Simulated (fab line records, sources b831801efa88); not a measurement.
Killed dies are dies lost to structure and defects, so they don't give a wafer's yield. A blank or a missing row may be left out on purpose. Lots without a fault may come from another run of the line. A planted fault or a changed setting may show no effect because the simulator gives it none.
Which tool did it? | flow gf180mcu | 14 lots, 41 wafers sampled, at 3 steps of a route of 602

WHAT THE GAUGES READ, wafer by wafer
GF_V4_RS_MEAS_24: measures by four-point-probe. Usual: V4_W_RS 0.322 ohm/sq, standard deviation 0.0056.
lot  | measured     | on            | V4_W_RS (ohm/sq)  | flag
L550 | day 24 11:39 | film_metro-03 | 0.329 0.327       |
L551 | day 24 20:15 | film_metro-02 | 0.321 0.326 0.325 |
L554 | day 25 19:57 | film_metro-01 | 0.321 0.332 0.329 |
L556 | day 26 15:28 | film_metro-03 | 0.322 0.322 0.327 |
L558 | day 27 03:17 | film_metro-03 | 0.314 0.321 0.317 |
L557 | day 27 05:07 | film_metro-03 | 0.332 0.322 0.332 |
L559 | day 27 12:04 | film_metro-01 | 0.329 0.322 0.327 |
L560 | day 27 22:05 | film_metro-03 | 0.320 0.322 0.326 |
L561 | day 28 08:53 | film_metro-01 | 0.316 0.314 0.324 |
L564 | day 29 01:20 | film_metro-01 | 0.327 0.315 0.324 |
L568 | day 30 01:46 | film_metro-03 | 0.322 0.327 0.325 |
L569 | day 30 08:36 | film_metro-03 | 0.313 0.314 0.313 |
L571 | day 30 18:00 | film_metro-02 | 0.311 0.321 0.311 |
L573 | day 31 08:37 | film_metro-01 | 0.319 0.321 0.317 |

WHICH TOOL RAN EACH LOT (tool, then ch and the chambers of the sampled wafers, then the start)
lot  | GF_HV_LDD_CVD_54            | GF_V4_SPUTTER_21
L550 | lpcvd-02 ch 1, day 12 12:19 | pvd_sputter-01, day 24 11:26
L551 | lpcvd-01 ch 0, day 12 18:40 | pvd_sputter-02, day 24 20:01
L554 | lpcvd-01 ch 0, day 13 18:25 | pvd_sputter-03, day 25 19:44
L556 | lpcvd-01 ch 1, day 14 11:34 | pvd_sputter-01, day 26 15:15
L558 | lpcvd-01 ch 1, day 15 00:52 | pvd_sputter-02, day 27 03:04
L557 | lpcvd-02 ch 0, day 15 02:34 | pvd_sputter-03, day 27 04:54
L559 | lpcvd-01 ch 0, day 15 09:40 | pvd_sputter-02, day 27 11:51
L560 | lpcvd-02 ch 1, day 15 20:47 | pvd_sputter-01, day 27 21:48
L561 | lpcvd-01 ch 1, day 16 04:59 | pvd_sputter-03, day 28 08:40
L564 | lpcvd-01 ch 1, day 17 02:37 | pvd_sputter-03, day 29 01:07
L568 | lpcvd-02 ch 1, day 18 10:46 | pvd_sputter-03, day 30 01:31
L569 | lpcvd-02 ch 1, day 18 18:07 | pvd_sputter-01, day 30 08:23
L571 | lpcvd-01 ch 1, day 19 06:49 | pvd_sputter-03, day 30 17:45
L573 | lpcvd-01 ch 1, day 20 01:08 | pvd_sputter-03, day 31 08:22
- GF_HV_LDD_CVD_54: deposits SiO2 from TEOS, target thk 10 nm, time 75 s.
- GF_V4_SPUTTER_21: material Ti, target thk 15 nm, time 80.02 s.

WHAT THE TOOLS THEMSELVES READ (means of the sampled wafers that have a number; where no wafer has one, the mark that the record gives instead)
GF_HV_LDD_CVD_54. Usual: susceptor_temp_C 680.0 C, standard deviation 0.31; zone_power_bottom_pct 15.9 %, standard deviation 0.83.
lot  | tool     | susceptor_temp_C (C) | zone_power_bottom_pct (%) | flag
L550 | lpcvd-02 | 680.0                | 16.5                      |
L551 | lpcvd-01 | 680.2                | 15.1                      |
L554 | lpcvd-01 | 680.2                | 15.2                      |
L556 | lpcvd-01 | 680.0                | 16.1                      |
L558 | lpcvd-01 | 679.9                | 16.2                      |
L557 | lpcvd-02 | 680.0                | 14.0                      |
L559 | lpcvd-01 | 680.2                | 15.3                      |
L560 | lpcvd-02 | 679.8                | 16.6                      |
L561 | lpcvd-01 | 679.8                | 16.3                      |
L564 | lpcvd-01 | 679.9                | 16.3                      |
L568 | lpcvd-02 | 680.3                | 16.6                      |
L569 | lpcvd-02 | 680.1                | 16.6                      |
L571 | lpcvd-01 | 679.7                | 16.1                      |
L573 | lpcvd-01 | 679.6                | 16.5                      |

GF_V4_SPUTTER_21. Usual: throttle_valve_pct 29.6 %, standard deviation 1.1.
lot  | tool           | throttle_valve_pct (%) | flag
L550 | pvd_sputter-01 | 30.5                   |
L551 | pvd_sputter-02 | 29.1                   |
L554 | pvd_sputter-03 | 29.2                   |
L556 | pvd_sputter-01 | 29.5                   |
L558 | pvd_sputter-02 | 29.0                   |
L557 | pvd_sputter-03 | 29.7                   |
L559 | pvd_sputter-02 | 29.1                   |
L560 | pvd_sputter-01 | 30.0                   |
L561 | pvd_sputter-03 | 29.9                   |
L564 | pvd_sputter-03 | 29.8                   |
L568 | pvd_sputter-03 | 30.3                   |
L569 | pvd_sputter-01 | 28.6                   |
L571 | pvd_sputter-03 | 30.0                   |
L573 | pvd_sputter-03 | 30.4                   |

THE ANSWER, worked out from the rows above alone
Rule: a lot is off if the mean of its wafers that have a number lies more than 3 standard deviations from the usual mean. A lot without any number at a reading at which 4 lots or more have one is off too. The other lots that the step has rows for count as sound. The gauges are gone through in route order, then the tools' own readings, and for those a lot's mean is taken as printed above. The first step at which some lot is off is used, and at that step the reading that is off furthest; a lot without a number counts as furthest.
No lot is off at any reading shown: from this, nothing can be told.

WHAT THE SIMULATOR HAD PUT IN
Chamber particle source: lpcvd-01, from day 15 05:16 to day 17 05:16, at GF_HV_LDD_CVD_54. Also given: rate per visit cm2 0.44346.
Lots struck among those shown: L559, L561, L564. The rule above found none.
